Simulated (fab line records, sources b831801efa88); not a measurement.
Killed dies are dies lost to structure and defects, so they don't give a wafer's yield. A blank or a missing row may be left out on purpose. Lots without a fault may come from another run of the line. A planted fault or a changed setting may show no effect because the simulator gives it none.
Problem report in the 8D (eight disciplines) form, filled by code | flow sky130 | the parts of the form that need people (team, actions taken, sign-off) are left out

1. THE PROBLEM
strip_time_to_endpoint_s at SKY_METAL2_STRIP_20 reads a mean of 3.04 s on 4 wafers of 2 lots; wafers without a fault read 2.65 s with a standard deviation of 0.056. That is +7.0 standard deviations from the usual mean.
The step: strips in O2/N2.
First seen on wafer L295.2, day 38 02:19, on plasma_asher-01. The record holds 30 wafers of 10 lots with a number at this step. Rule for "out", or "out of limits": more than 4 standard deviations from the usual mean. The other wafers with a number count as sound.

2. WHAT IT IS AND WHAT IT IS NOT
question                    | is                             | is not
which readings at this step | strip_time_to_endpoint_s       | drypump_motor_current_A
which lots                  | L295, L298                     | L285, L288, L290, L299, L301, L302, L305, L306
which wafers of those lots  | L295.2, L295.4, L298.3, L298.6 | L295.6, L298.5
read on which tools         | plasma_asher-01                | plasma_asher-02, plasma_asher-04
when                        | from day 38 02:19              | up to then (10 sound wafers); but 16 sound wafers of L298, L299, L301, L302, L305, L306 came after

3. SUSPECTS, AND WHAT RULES EACH OUT
Counting: a tool at a process step up to the reading stays a suspect if it ran every lot that is out. Sound lots after the first of them don't rule it out here, since some wafers of a struck lot are sound.
- rie_metal-04 at SKY_METAL2_DESCUM_17 (chemistry O2, time 8 s): kept. It ran every lot that is out, first L295 (day 38 02:07); its last sound lot up to then is L288 (day 35 21:28).
- rie_metal-04 at SKY_METAL2_METAL_ETCH_19 (etches the open film in Cl2/BCl3, stops on SiO2, target depth 360 nm, time 78 s): kept. It ran every lot that is out, first L295 (day 38 02:13); its last sound lot up to then is L288 (day 35 21:34).
- plasma_asher-01 at SKY_METAL2_STRIP_20 (strips in O2/N2): kept. It ran every lot that is out, first L295 (day 38 02:19); its last sound lot up to then is L288 (day 35 21:40). Its own readings are out on those wafers: strip_time_to_endpoint_s.
- Within rie_metal-04 at SKY_METAL2_DESCUM_17: the wafers that are out ran in chamber 0; their sound lot-mates ran in chamber 1.
- Within rie_metal-04 at SKY_METAL2_METAL_ETCH_19: the wafers that are out ran in chamber 0; their sound lot-mates ran in chamber 1.
Left after counting: rie_metal-04 at SKY_METAL2_DESCUM_17, rie_metal-04 at SKY_METAL2_METAL_ETCH_19, plasma_asher-01 at SKY_METAL2_STRIP_20.

4. THE CAUSE (what the simulator had put in)
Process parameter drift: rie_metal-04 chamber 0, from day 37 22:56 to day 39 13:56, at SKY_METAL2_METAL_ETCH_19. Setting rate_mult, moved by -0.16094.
Counting left 3 suspects, and this tool is among them.

5. THE CHAIN OF EFFECTS, in route order
Each row: a reading whose mean over the struck wafers that have a number lies more than 3 standard deviations from the usual. Only readings for which the record gives a usual standard deviation are gone through. hours: the time from each lot's start at the first step in this table that gives one to its start at this step, as a median over the lots. sigmas: the change in usual standard deviations.
hours | step                | reading                  | usual      | on struck wafers | change | sigmas
0     | SKY_METAL2_STRIP_20 | oes_product_au           | 0.340 a.u. | 0.357            | +0.017 | +3.3
0     | SKY_METAL2_STRIP_20 | strip_time_to_endpoint_s | 2.65 s     | 3.04             | +0.39  | +7.0
The process steps in it:
- SKY_METAL2_STRIP_20: strips in O2/N2.

6. WHAT WOULD HAVE CAUGHT IT SOONER
In this record the first reading out of limits was taken at day 38 02:19, 3 hours after the fault began at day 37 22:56.
Of the tool readings at SKY_METAL2_METAL_ETCH_19 for which the record gives a usual standard deviation, none was out on any struck wafer, so an alarm limit of 4 standard deviations on them would not have fired.
Of the lots that are out (2), L298 began SKY_METAL2_METAL_ETCH_19 on rie_metal-04 after day 38 02:19. A hold on the tool at that time would have spared it.
